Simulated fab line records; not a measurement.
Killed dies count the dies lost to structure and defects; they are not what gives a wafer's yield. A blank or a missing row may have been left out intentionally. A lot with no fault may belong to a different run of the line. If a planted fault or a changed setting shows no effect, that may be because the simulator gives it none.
The same fault as seen by 2 desks || flow sky130 || each desk has only its own numbers; what lay behind them comes last

== THE METROLOGY DESK ==
Lot by lot, what the gauges showed, no matter which tool ran the lot: averages of those sampled wafers that carry a number. Marked OUT: a lot whose mean sits more than 4 standard deviations from the usual mean, which makes it out of limits; the brackets give that distance.
Columns: A = NWELL_TW at SKY_NWELL_TW_MEAS_15, usual 1814; B = NWELL_RS at SKY_NWELL_RS_MEAS_29, usual 624.6 ohm/sq; C = PWDE_RS at SKY_NWELL_RS_MEAS_31, usual 5275 ohm/sq
{"lot": "L916", "first seen here": "day 4 21:26", "A": 1806, "B": 625.5, "C": 5287}
{"lot": "L918", "first seen here": "day 5 03:26", "A": 1816, "B": 625.1, "C": 5285}
{"lot": "L923", "first seen here": "day 6 12:20", "A": 1808, "B": 623.6, "C": 5266}
{"lot": "L926", "first seen here": "day 7 06:25", "A": 1795, "B": "642.1 (+10) OUT", "C": 5272}
{"lot": "L927", "first seen here": "day 7 12:06", "A": 1795, "B": "642.6 (+11) OUT", "C": 5251}
{"lot": "L930", "first seen here": "day 8 03:33", "A": 1812, "B": 624.6, "C": 5289}
{"lot": "L931", "first seen here": "day 8 10:59", "A": 1818, "B": 623.3, "C": 5273}
{"lot": "L932", "first seen here": "day 8 20:08", "A": 1816, "B": 621.7, "C": 5264}
{"lot": "L933", "first seen here": "day 9 02:28", "A": 1809, "B": 627.7, "C": 5273}
{"lot": "L936", "first seen here": "day 9 16:08", "A": 1815, "B": 626.1, "C": 5277}
This desk's result: L926, L927 out of limits, first on L926 (NWELL_RS at SKY_NWELL_RS_MEAS_29), day 8 02:18. Within limits: L916, L918, L923, L930, L931, L932, L933, L936.

== DESK OF THE TOOL OWNER: implanter-03 ==
The tool's own readings at SKY_NWELL_IMPLANT_11: means of the sampled wafers that have a number, for each lot that ran on this tool. Marked OUT: a lot whose mean sits more than 4 standard deviations from the usual mean, which makes it out of limits; the brackets give that distance.
Columns: A = beam-energy-keV at SKY_NWELL_IMPLANT_11, usual 400.01; B = beam-on-s at SKY_NWELL_IMPLANT_11, usual 10.01 s; C = end-station-pressure-torr at SKY_NWELL_IMPLANT_11, usual 5.05e-06 Torr
{"lot": "L916", "first seen here": "day 4 20:55", "A": 399.97, "B": 10.18, "C": 5.20e-06}
{"lot": "L918", "first seen here": "day 5 02:56", "A": 400.01, "B": 10.14, "C": 5.09e-06}
{"lot": "L926", "first seen here": "day 7 05:52", "A": "359.83 (-99 or more) OUT", "B": 9.87, "C": 4.91e-06}
{"lot": "L927", "first seen here": "day 7 11:34", "A": "360.03 (-99 or more) OUT", "B": 9.91, "C": 5.23e-06}
This desk's verdict: out of limits on L926, L927, starting with L926 at day 7 05:52 (beam-energy-keV at SKY_NWELL_IMPLANT_11). Within limits: L916, L918.

== ALL TOGETHER ==
The tool owner's desk had the chance to raise an alarm at day 7 05:52 on L926, L927.
At day 8 02:18 the metrology desk could have sounded an alarm, on L926, L927.
All the named lots went through SKY_NWELL_IMPLANT_11 on implanter-03.

== WHAT HAD BEEN PUT IN BY THE SIMULATOR ==
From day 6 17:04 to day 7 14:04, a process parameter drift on implanter-03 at SKY_NWELL_IMPLANT_11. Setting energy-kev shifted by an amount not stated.
Lots struck among those shown: L926, L927.
Time in hours from fault onset to the first out-of-limits reading at each desk: tool owner's desk 13, metrology desk 33.
